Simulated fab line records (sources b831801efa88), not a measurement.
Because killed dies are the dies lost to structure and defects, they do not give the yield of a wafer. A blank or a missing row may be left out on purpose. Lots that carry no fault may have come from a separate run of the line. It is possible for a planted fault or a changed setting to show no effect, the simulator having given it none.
What tool caused it? | flow gf180mcu | Sampling: 13 lots, 39 wafers, 3 of 602 route steps

== WHAT THE GAUGES SHOWED, per wafer ==
GF_V4_CD_MEAS_14: the cd target is 260 nm. Usual: 259.8 nm for cdNm, sd 1.4.
lot  | measured     | on       | cdNm (nm)         | flag
L977 | day 24 07:52 | cdSem-01 | 261.3 261.0 261.1 | 
L979 | day 25 04:10 | cdSem-01 | 260.7 258.7 259.2 | 
L981 | day 25 20:31 | cdSem-02 | 259.2 260.0 260.0 | 
L982 | day 26 03:25 | cdSem-02 | 258.9 260.2 260.1 | 
L983 | day 26 17:10 | cdSem-01 | 257.0 256.3 256.2 | 
L984 | day 27 00:13 | cdSem-01 | 258.9 258.9 259.1 | 
L986 | day 27 06:52 | cdSem-02 | 260.6 260.0 258.9 | 
L987 | day 27 22:26 | cdSem-01 | 261.3 260.5 260.1 | 
L990 | day 28 16:07 | cdSem-01 | 260.0 260.7 259.7 | 
L995 | day 30 07:49 | cdSem-01 | 258.7 259.4 258.6 | 
L998 | day 30 17:46 | cdSem-01 | 260.8 258.5 261.5 | 
L999 | day 31 05:14 | cdSem-02 | 263.7 263.4 262.6 | 
L100 | day 31 08:40 | cdSem-02 | 260.2 261.1 262.2 | 

== WHICH TOOL RAN EACH LOT (tool, then ch and the chambers of the sampled wafers, then the start) ==
lot  | GF_M3_SPUTTER_01            | GF_M4_SPUTTER_01
L977 | pvdSputter-01, day 20 06:12 | pvdSputter-01, day 22 09:10
L979 | pvdSputter-04, day 21 04:01 | pvdSputter-02, day 23 06:15
L981 | pvdSputter-03, day 22 00:08 | pvdSputter-01, day 24 00:18
L982 | pvdSputter-04, day 22 06:28 | pvdSputter-01, day 24 07:22
L983 | pvdSputter-01, day 22 22:47 | pvdSputter-01, day 24 22:16
L984 | pvdSputter-01, day 23 04:32 | pvdSputter-04, day 25 04:38
L986 | pvdSputter-01, day 23 11:50 | pvdSputter-02, day 25 10:56
L987 | pvdSputter-04, day 24 05:23 | pvdSputter-04, day 26 03:12
L990 | pvdSputter-04, day 25 02:50 | pvdSputter-02, day 26 23:38
L995 | pvdSputter-04, day 26 22:23 | pvdSputter-01, day 28 17:00
L998 | pvdSputter-03, day 27 09:50 | pvdSputter-04, day 29 03:17
L999 | pvdSputter-04, day 27 23:05 | pvdSputter-02, day 29 15:02
L100 | pvdSputter-04, day 28 03:05 | pvdSputter-04, day 29 19:43
- GF_M3_SPUTTER_01: material TiN, target thk 30 nm, time 25 s.
- GF_M4_SPUTTER_01: material TiN, target thk 30 nm, time 25 s.

== AS READ BY THE TOOLS THEMSELVES (means over the sampled wafers that have a number; for cases with no such wafer, the mark the record gives instead) ==
GF_M3_SPUTTER_01. Usual: chamberPressurePa 0.4000 Pa, standard deviation 0.00081; throttleValvePct 30.3 %, standard deviation 0.68.
lot  | tool          | chamberPressurePa (Pa) | throttleValvePct (%) | flag
L977 | pvdSputter-01 | 0.4002                 | 30.8                 | 
L979 | pvdSputter-04 | 0.4000                 | 30.1                 | 
L981 | pvdSputter-03 | 0.3987                 | 30.4                 | 
L982 | pvdSputter-04 | 0.3994                 | 30.0                 | 
L983 | pvdSputter-01 | 0.4005                 | 30.9                 | 
L984 | pvdSputter-01 | 0.4001                 | 29.9                 | 
L986 | pvdSputter-01 | 0.3997                 | 29.8                 | 
L987 | pvdSputter-04 | 0.4008                 | 30.4                 | 
L990 | pvdSputter-04 | 0.4004                 | 30.1                 | 
L995 | pvdSputter-04 | 0.3999                 | 30.2                 | 
L998 | pvdSputter-03 | 0.4005                 | 30.1                 | 
L999 | pvdSputter-04 | 0.4001                 | 30.4                 | 
L100 | pvdSputter-04 | 0.4007                 | 30.1                 | 

GF_M4_SPUTTER_01. Usual: chamberPressurePa 0.4000 Pa, standard deviation 0.00074; throttleValvePct 30.2 %, standard deviation 0.69.
lot  | tool          | chamberPressurePa (Pa) | throttleValvePct (%) | flag
L977 | pvdSputter-01 | 0.4001                 | 31.0                 | 
L979 | pvdSputter-02 | 0.3996                 | 30.4                 | 
L981 | pvdSputter-01 | 0.3986                 | 30.4                 | 
L982 | pvdSputter-01 | 0.4008                 | 29.9                 | 
L983 | pvdSputter-01 | 0.4004                 | 29.7                 | 
L984 | pvdSputter-04 | 0.3996                 | 30.3                 | 
L986 | pvdSputter-02 | 0.4004                 | 29.7                 | 
L987 | pvdSputter-04 | 0.4002                 | 30.2                 | 
L990 | pvdSputter-02 | 0.4003                 | 30.4                 | 
L995 | pvdSputter-01 | 0.4003                 | 30.9                 | 
L998 | pvdSputter-04 | 0.3998                 | 30.2                 | 
L999 | pvdSputter-02 | 0.3996                 | 30.2                 | 
L100 | pvdSputter-04 | 0.3995                 | 30.2                 | 

== THE ANSWER, worked out from the rows above alone ==
Rule: take the mean of a lot's wafers that have a number; if it is more than 3 standard deviations from the usual mean, the lot is off. A lot without any number at a reading at which 4 lots or more have one is off too. All remaining lots with rows at the step are treated as sound. Order of review: gauges by route order, followed by the tools' own readings, for which a lot's mean as printed above is used. At the first step where some lot is off, the reading lying furthest off is the one used; lots without a number count as furthest.
No lot is off at any reading shown: from this, nothing can be told.

== WHAT WAS PUT IN BY THE SIMULATOR ==
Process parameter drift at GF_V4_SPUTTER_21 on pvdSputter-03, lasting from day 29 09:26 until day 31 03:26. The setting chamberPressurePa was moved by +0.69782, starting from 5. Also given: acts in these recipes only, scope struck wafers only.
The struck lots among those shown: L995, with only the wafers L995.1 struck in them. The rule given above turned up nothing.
